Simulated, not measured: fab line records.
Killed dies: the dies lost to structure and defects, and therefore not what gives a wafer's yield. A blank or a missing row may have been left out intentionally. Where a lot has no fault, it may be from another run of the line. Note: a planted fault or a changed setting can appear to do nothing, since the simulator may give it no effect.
fab line records	flow gf180mcu
[record] lots = 13	wafers = 39	last_day = 34
route steps=602 shown POLY_GATE@169 HV_LDD@199
lots that met no fault: taken from a fault-free run of the same line
start_h: the number of hours between the record's first day and the start of the first shown wafer of the lot	wait_h: hours from the lot's prior step to this one	" same as the row above	L1.1+2: several wafers, shown together as one row	- no value present, or no start provided	* or withheld: withheld	< > ~ a bound
route shown NAME@n: a module of which the file shows steps, and the number in the route of the first	usual: mean and standard deviation over wafers with no fault	same: alike in all rows	chamber/n: place in a boat	sites: per-site readings	_std_site: the values' standard deviation	_edge_site: the outer-site mean with the inner-site mean subtracted	radius_mm: how far each site lies from the wafer's centre	mask NAME#n: copy n	behind: the most recent tool/chamber to have shaped the wafer	hold: cause of the lot's hold/its duration in hours/its outcome	device: the transistor (n, p or np) that didn't switch	end of line: at the end of the route, the tests of the same wafers	a step given without rows: its recipe and nothing more	killed: not the wafer's yield, but the dies lost to structure and defects at the first sort	map: dies across one wafer; x = killed, . = not, _ = none there
set.NAME: the run value of the setting; set.NAME@STEP: its run value at that earlier step	model.NAME: the simulator's own value behind a step, which no gauge read
the route's steps for a sample of lots (tables are steps, rows are wafers)
services: when a tool's chamber went out of use (start_h, in hours from the record's first day, below 0 if earlier), for how many hours, and the reason
[[steps]]
[step GF_POLY_GATE_ETCH_12]
[recipe] chemistry = N2/H2	target_depth_a = withheld	overetch_a = withheld	time_s = withheld	target = BARC	ion_energy_ev = 200	source_w = 500	bias_w = 100	pressure_mtorr = 30	n2_flow_sccm = 100	h2_flow_sccm = 200
[usual] drypump_motor_current_A = 5.9/0.35	n2_flow_sccm = 100.0/0.31	oes_product_au = 0.735/0.0049	throttle_valve_pct = 13.215/0.0083
lot.wafer	tool	chamber	start_h	wait_h	drypump_motor_current_A	n2_flow_sccm	oes_product_au	throttle_valve_pct
L329.2	rie_diel-02	0	200.48	0.0	6.1	99.9	0.743	13.206
L329.3	"	3	"	"	6.2	100.4	0.737	13.211
L329.6	"	0	"	"	6.1	99.7	0.739	13.224
L330.2	rie_diel-02	0	203.74	0.0	6.0	99.8	0.736	13.226
L330.3	"	3	"	"	6.2	100.0	0.736	13.225
L330.4	"	1	"	"	5.7	100.0	0.733	13.200
L333.2	rie_diel-02	0	226.09	0.0	6.0	100.3	0.734	13.206
L333.4	"	2	"	"	5.7	100.3	0.729	13.210
L333.6	"	0	"	"	6.0	100.1	0.736	13.209
L339.3	rie_diel-01	3	272.34	0.0	5.7	100.2	0.735	13.206
L339.5	"	1	"	"	6.7	99.9	0.731	13.221
L339.6	"	3	"	"	5.7	99.7	0.735	13.216
L340.1	rie_diel-01	1	280.57	0.0	6.7	100.1	0.736	13.217
L340.3	"	1	"	"	6.7	100.1	0.738	13.217
L340.6	"	1	"	"	6.7	100.2	0.733	13.213
L341.1	rie_diel-02	2	289.77	0.0	5.7	99.5	0.738	13.210
L341.5	"	3	"	"	6.2	99.8	0.731	13.238
L341.6	"	0	"	"	6.1	100.3	0.737	13.210
L346.4	rie_diel-02	1	325.21	0.0	5.7	99.9	0.738	13.230
L346.5	"	1	"	"	5.7	100.2	0.733	13.224
L346.6	"	0	"	"	6.1	100.0	0.748	13.222
L347.3	rie_diel-02	1	333.71	0.0	5.7	100.3	0.741	13.213
L347.4	"	0	"	"	6.1	99.9	0.732	13.212
L347.6	"	1	"	"	5.7	99.7	0.738	13.214
L349.2	rie_diel-03	0	341.48	0.0	5.9	100.5	0.732	13.217
L349.5	"	2	"	"	5.1	100.1	0.725	13.223
L349.6	"	1	"	"	6.3	99.9	0.741	13.225
L348.1	rie_diel-02	3	341.77	0.0	6.2	100.2	0.732	13.207
L348.3	"	1	"	"	5.7	99.8	0.740	13.211
L348.5	"	3	"	"	6.2	99.8	0.741	13.211
L350.2	rie_diel-03	1	350.83	0.0	6.4	100.2	0.744	13.214
L350.5	"	0	"	"	5.9	100.2	0.735	13.209
L350.6	"	3	"	"	5.6	99.6	0.732	13.208
L351.1	rie_diel-01	0	359.12	0.0	5.6	100.0	0.732	13.211
L351.4	"	0	"	"	5.6	100.1	0.731	13.227
L351.5	"	2	"	"	6.1	99.7	0.733	13.222
L352.1	rie_diel-02	0	366.54	0.0	6.1	100.3	0.736	13.210
L352.4	"	1	"	"	5.7	99.6	0.744	13.216
L352.5	"	0	"	"	6.1	99.9	0.729	13.223
[step GF_HV_LDD_TW_MEAS_23]
[usual] HV_LDD_2_TW = 1042/8.7
lot.wafer	tool	chamber	start_h	wait_h	HV_LDD_2_TW
L329.2	film_metro-04	-	238.32	0.1	1027
L329.3	"	-	"	"	1028
L329.6	"	-	"	"	1024
L330.2	film_metro-01	-	241.57	0.1	1054
L330.3	"	-	"	"	1057
L330.4	"	-	"	"	1060
L333.2	film_metro-04	-	266.45	0.1	1038
L333.4	"	-	"	"	1030
L333.6	"	-	"	"	1035
L339.3	film_metro-01	-	314.51	0.1	1052
L339.5	"	-	"	"	1054
L339.6	"	-	"	"	1052
L340.1	film_metro-02	-	322.50	0.1	1045
L340.3	"	-	"	"	1052
L340.6	"	-	"	"	1041
L341.1	film_metro-02	-	331.40	0.1	1044
L341.5	"	-	"	"	1045
L341.6	"	-	"	"	1041
L346.4	film_metro-02	-	369.98	0.1	1051
L346.5	"	-	"	"	1049
L346.6	"	-	"	"	1047
L347.3	film_metro-02	-	379.16	0.1	1051
L347.4	"	-	"	"	1053
L347.6	"	-	"	"	1046
L349.2	film_metro-04	-	388.57	0.1	1037
L349.5	"	-	"	"	1036
L349.6	"	-	"	"	1031
L348.1	film_metro-02	-	389.95	0.1	1057
L348.3	"	-	"	"	1043
L348.5	"	-	"	"	1050
L350.2	film_metro-01	-	398.06	0.1	1063
L350.5	"	-	"	"	1050
L350.6	"	-	"	"	1058
L351.1	film_metro-04	-	409.13	0.1	1039
L351.4	"	-	"	"	1045
L351.5	"	-	"	"	1039
L352.1	film_metro-04	-	414.83	0.1	1042
L352.4	"	-	"	"	1045
L352.5	"	-	"	"	1040
[step GF_HV_LDD_CD_MEAS_46]
[recipe] target_cd_nm = 400
[usual] cd_nm = 399.4/2
lot.wafer	tool	chamber	start_h	wait_h	cd_nm
L329.2	cd_sem-01	-	276.00	0.1	400.0
L329.3	"	-	"	"	399.9
L329.6	"	-	"	"	399.0
L330.2	cd_sem-01	-	278.92	0.1	402.6
L330.3	"	-	"	"	400.7
L330.4	"	-	"	"	402.4
L333.2	cd_sem-01	-	305.69	0.1	399.6
L333.4	"	-	"	"	396.8
L333.6	"	-	"	"	397.3
L339.3	cd_sem-02	-	357.76	0.1	398.5
L339.5	"	-	"	"	397.5
L339.6	"	-	"	"	397.5
L340.1	cd_sem-02	-	366.97	0.2	400.3
L340.3	"	-	"	"	398.0
L340.6	"	-	"	"	397.4
L341.1	cd_sem-02	-	374.98	0.1	398.0
L341.5	"	-	"	"	397.0
L341.6	"	-	"	"	398.0
L346.4	cd_sem-02	-	417.34	0.1	397.2
L346.5	"	-	"	"	397.5
L346.6	"	-	"	"	398.9
L347.3	cd_sem-02	-	425.01	0.1	398.9
L347.4	"	-	"	"	400.7
L347.6	"	-	"	"	400.7
L349.2	cd_sem-02	-	435.74	0.1	402.0
L349.5	"	-	"	"	401.8
L349.6	"	-	"	"	401.4
L348.1	cd_sem-02	-	437.65	0.1	397.6
L348.3	"	-	"	"	399.0
L348.5	"	-	"	"	398.9
L350.2	cd_sem-02	-	446.60	0.1	400.7
L350.5	"	-	"	"	399.5
L350.6	"	-	"	"	399.8
L351.1	cd_sem-02	-	457.72	0.1	396.2
L351.4	"	-	"	"	397.2
L351.5	"	-	"	"	396.0
L352.1	cd_sem-01	-	463.95	0.1	400.4
L352.4	"	-	"	"	398.8
L352.5	"	-	"	"	396.8
[step GF_HV_LDD_CVD_54]
[recipe] material = SiO2	target_thk_nm = 10	precursor = TEOS	temp_c = 680	time_s = 75	pressure_mtorr = 400
[usual] zone_power_top_pct = 20.7/1.8
lot.wafer	tool	chamber	start_h	wait_h	zone_power_top_pct
L329.2	lpcvd-01	1	276.69	0.1	20.7
L329.3	"	1	"	"	20.6
L329.6	"	1	"	"	20.6
L330.2	lpcvd-01	0	279.60	0.1	24.5
L330.3	"	0	"	"	24.4
L330.4	"	0	"	"	24.3
L333.2	lpcvd-02	1	306.37	0.1	20.8
L333.4	"	1	"	"	21.3
L333.6	"	1	"	"	21.0
L339.3	lpcvd-02	1	358.61	0.3	21.3
L339.5	"	1	"	"	21.0
L339.6	"	1	"	"	20.9
L340.1	lpcvd-02	1	367.68	0.1	20.9
L340.3	"	1	"	"	21.0
L340.6	"	1	"	"	21.0
L341.1	lpcvd-01	1	375.68	0.1	20.5
L341.5	"	1	"	"	20.6
L341.6	"	1	"	"	20.6
L346.4	lpcvd-01	1	418.56	0.6	20.3
L346.5	"	1	"	"	20.4
L346.6	"	1	"	"	20.2
L347.3	lpcvd-01	1	425.67	0.1	20.6
L347.4	"	1	"	"	20.8
L347.6	"	1	"	"	20.4
L349.2	lpcvd-02	0	436.42	0.1	19.2
L349.5	"	0	"	"	19.4
L349.6	"	0	"	"	18.8
L348.1	lpcvd-02	0	438.35	0.1	18.6
L348.3	"	0	"	"	19.3
L348.5	"	0	"	"	19.0
L350.2	lpcvd-01	1	447.28	0.1	20.7
L350.5	"	1	"	"	20.1
L350.6	"	1	"	"	20.6
L351.1	lpcvd-01	1	458.42	0.1	20.6
L351.4	"	1	"	"	20.4
L351.5	"	1	"	"	20.7
L352.1	lpcvd-01	0	464.65	0.1	24.2
L352.4	"	0	"	"	24.2
L352.5	"	0	"	"	23.9
[step GF_HV_LDD_THK_MEAS_55]
[recipe] reads = SiO2_of_HV_LDD_CVD_54
[usual] HV_LDD_CVD_54_THK = 10.02/0.14
lot.wafer	tool	chamber	start_h	wait_h	HV_LDD_CVD_54_THK[nm]
L329.2	film_metro-01	-	277.72	0.0	10.11
L329.3	"	-	"	"	9.89
L329.6	"	-	"	"	10.03
L330.2	film_metro-02	-	280.63	0.0	10.01
L330.3	"	-	"	"	9.94
L330.4	"	-	"	"	9.88
L333.2	film_metro-02	-	307.40	0.0	9.95
L333.4	"	-	"	"	10.16
L333.6	"	-	"	"	10.11
L339.3	film_metro-01	-	359.65	0.0	7.74
L339.5	"	-	"	"	7.77
L339.6	"	-	"	"	7.72
L340.1	film_metro-04	-	368.70	0.0	7.73
L340.3	"	-	"	"	7.74
L340.6	"	-	"	"	7.85
L341.1	film_metro-02	-	376.71	0.0	9.98
L341.5	"	-	"	"	10.05
L341.6	"	-	"	"	10.04
L346.4	film_metro-02	-	419.61	0.0	9.88
L346.5	"	-	"	"	9.92
L346.6	"	-	"	"	9.78
L347.3	film_metro-01	-	426.71	0.0	9.95
L347.4	"	-	"	"	9.94
L347.6	"	-	"	"	9.76
L349.2	film_metro-02	-	437.45	0.0	10.01
L349.5	"	-	"	"	10.16
L349.6	"	-	"	"	9.97
L348.1	film_metro-02	-	439.88	0.0	10.32
L348.3	"	-	"	"	10.10
L348.5	"	-	"	"	10.34
L350.2	film_metro-04	-	448.87	0.1	10.01
L350.5	"	-	"	"	9.97
L350.6	"	-	"	"	10.00
L351.1	film_metro-04	-	459.44	0.0	10.11
L351.4	"	-	"	"	10.04
L351.5	"	-	"	"	10.08
L352.1	film_metro-04	-	465.67	0.0	9.95
L352.4	"	-	"	"	9.99
L352.5	"	-	"	"	10.05
[[services]]
tool	chamber	start_h	hours	kind
rie_diel-01	2	178.69	5.4	repair
lpcvd-01	-	240.24	2.8	repair
rie_diel-01	0	250.36	-	clean
rie_diel-01	0	250.36	30.5	scheduled_down
rie_diel-01	0	250.36	30.5	vent_cycle
rie_diel-01	-	251.32	2.8	pm
rie_diel-01	-	269.24	0.5	repair
rie_diel-01	2	278.10	12.1	repair
rie_diel-02	2	285.29	3.7	repair
rie_diel-01	0	300.14	2.3	repair
rie_diel-02	3	314.72	-	clean
rie_diel-02	3	314.72	21.5	scheduled_down
rie_diel-02	3	314.72	21.5	vent_cycle
rie_diel-02	2	322.82	15.2	repair
rie_diel-03	2	333.10	8.1	repair
rie_diel-03	0	334.78	2.5	repair
rie_diel-02	-	335.08	4.3	pm
rie_diel-02	0	339.92	4.0	repair
rie_diel-01	1	350.49	16.4	repair
rie_diel-03	1	352.21	3.1	repair
rie_diel-02	2	365.62	21.6	repair
rie_diel-01	3	366.92	-	clean
rie_diel-03	0	394.53	15.8	repair
rie_diel-02	1	446.65	5.6	repair
[[key]]
[first_sign] step = GF_HV_LDD_THK_MEAS_55	reading = HV_LDD_CVD_54_THK	direction = down	sigmas = 16	usual = 10.02	struck = 7.76
effect none on later readings
met_at GF_HV_LDD_CVD_54
struck_lots L339,L340
tester_left_out L339,L340
not_acting_at GF_POLY_GATE_ETCH_12,GF_HV_LDD_TW_MEAS_23,GF_HV_LDD_CD_MEAS_46
onset_between 306.37 358.61
[fault] kind = process_parameter_drift	tool = lpcvd-02	chamber = -	onset_h = 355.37	steps = GF_HV_LDD_CVD_54	channel = target_thk_nm	offset = -2.4178	shape = step	end_h = 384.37	acts_in = these_recipes_only	stated = 10
// tester_left_out: of these lots the tester's yield and bins aren't shown, on N5 and GAA mostly nor the transistor test; their killed dies are dies lost to structure and defects alone, not to doping, threshold or leakage, so they don't give the yield
